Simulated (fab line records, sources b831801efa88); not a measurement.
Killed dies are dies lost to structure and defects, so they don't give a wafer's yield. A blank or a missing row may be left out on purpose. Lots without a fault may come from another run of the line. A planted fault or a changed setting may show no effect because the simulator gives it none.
Split-lot experiment | flow sky130 | 5 lots, 23 wafers read, on a route of 708 steps

THE SPLIT
At SKY_SD_N_IMPLANT_09, the setting energy_kev was moved away from the recipe's 50 on 6 of the 23 wafers read, by -5.4% to -4.5%. The other wafers ran this setting at the recipe's value.

FROM THE SPLIT TO THE READING: what the file shows between them, 4 steps
- SKY_SD_N_IMPLANT_10
- SKY_SD_N_STRIP_11: strips in O2/N2
- SKY_SD_N_CLEAN_13: cleans in SC1/SC2, time 150 s
- SKY_SD_N_RTA_14: time 2 s

THE READING
SD_N_RS, in ohm/sq, at SKY_SD_N_RS_MEAS_16 (measures by four-point-probe). Fault-free wafers of this fab line usually give 68.45 ohm/sq, standard deviation 0.12 ohm/sq.

wafer  | tool, chamber at the split | energy_kev as run | against the recipe | SD_N_RS, ohm/sq | against lot-mates on the recipe
L074.1 | implanter-03, 0            | 50                | recipe             | 68.66           | -
L074.2 | implanter-03, 0            | 47.28             | -5.4%              | 70.57           | +1.98
L074.4 | implanter-03, 0            | 47.28             | -5.4%              | 70.49           | +1.90
L074.5 | implanter-03, 0            | 50                | recipe             | 68.52           | -
L074.6 | implanter-03, 0            | 47.28             | -5.4%              | 70.51           | +1.92
L077.1 | implanter-03, 0            | 50                | recipe             | 68.59           | -
L077.2 | implanter-03, 0            | 50                | recipe             | 68.40           | -
L077.3 | implanter-03, 0            | 50                | recipe             | 68.33           | -
L077.4 | implanter-03, 0            | 50                | recipe             | 68.33           | -
L077.6 | implanter-03, 0            | 50                | recipe             | 68.38           | -
L083.4 | implanter-04, 0            | 50                | recipe             | 68.47           | -
L083.5 | implanter-04, 0            | 50                | recipe             | 68.49           | -
L083.6 | implanter-04, 0            | 50                | recipe             | 68.48           | -
L081.1 | implanter-02, 0            | 47.77             | -4.5%              | 70.11           | +1.71
L081.2 | implanter-02, 0            | 47.77             | -4.5%              | 70.09           | +1.69
L081.4 | implanter-02, 0            | 47.77             | -4.5%              | 70.19           | +1.79
L081.5 | implanter-02, 0            | 50                | recipe             | 68.39           | -
L081.6 | implanter-02, 0            | 50                | recipe             | 68.40           | -
L085.1 | implanter-03, 0            | 50                | recipe             | 68.12           | -
L085.2 | implanter-03, 0            | 50                | recipe             | 68.20           | -
L085.3 | implanter-03, 0            | 50                | recipe             | 68.31           | -
L085.4 | implanter-03, 0            | 50                | recipe             | 68.24           | -
L085.6 | implanter-03, 0            | 50                | recipe             | 68.28           | -

THE FIT
A straight line over all 23 wafers: SD_N_RS changes by -0.392 ohm/sq for each +1% of energy_kev; r = -0.99; the points scatter about the line by 0.12 ohm/sq.
The same after taking each lot's own level away (the mean of its wafers on the recipe; 23 wafers): -0.368 ohm/sq for each +1%; r = -1.00; scatter 0.078 ohm/sq.
On that fit, the largest move of energy_kev shifts the reading by 2 ohm/sq.
The lots' own levels span 68.230 to 68.590 ohm/sq, that is 3.0 times the standard deviation above.
So the lot-to-lot level changes the slope little: the two slopes agree.
Check: with one of the wafers moved furthest among these (-5.4%) left out of the fit, the line predicts +2.01 ohm/sq for it against its lot-mates. It came out at +1.98 ohm/sq against them.

OTHER SPLITS ON THESE WAFERS
These wafers also went through other splits before the reading. Each is held against what the fit with the lots' levels taken away leaves over:
other split on the same wafers     | wafers away from the commonest value | r with SD_N_RS (lot level and that fit taken away)
SKY_LDD_LDN_COAT_02 spin_rpm       | 5                                    | -0.14
SKY_LDD_LDN_IMPLANT_10 energy_kev  | 8                                    | +0.23
SKY_POLY_CUT_COAT_02 resist_thk_nm | 8                                    | +0.16
SKY_POLY_CUT_EXPOSE_05 dose_mj     | 2                                    | +0.21
SKY_SD_P_COAT_02 spin_rpm          | 6                                    | -0.17
SKY_RES_XHIGH_IMPLANT_07 dose_cm2  | 6                                    | -0.21

THE WHOLE CHAIN: every reading that the file lists as answering this split, in the file's order
step                | what it does                 | reading                                                         | change (the file's fit)               | r (the file's)
SKY_SD_N_IMPLANT_09 |                              | implant.rp_nm (the simulator's own value, which no gauge read)  | +0.272 nm for each +1% of the setting | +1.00
SKY_SD_N_IMPLANT_09 |                              | implant.drp_nm (the simulator's own value, which no gauge read) | +0.106 nm for each +1% of the setting | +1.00
SKY_SD_N_STRIP_11   | strips in O2/N2              | strip_time_to_endpoint_s                                        | withheld for each +1% of the setting  | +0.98
SKY_SD_N_RS_MEAS_16 | measures by four-point-probe | SD_N_RS                                                         | -0.369 for each +1% of the setting    | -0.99

THE FILE'S OWN FIT
SD_N_RS changes by -0.369 ohm/sq for each +1% of energy_kev, r = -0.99.
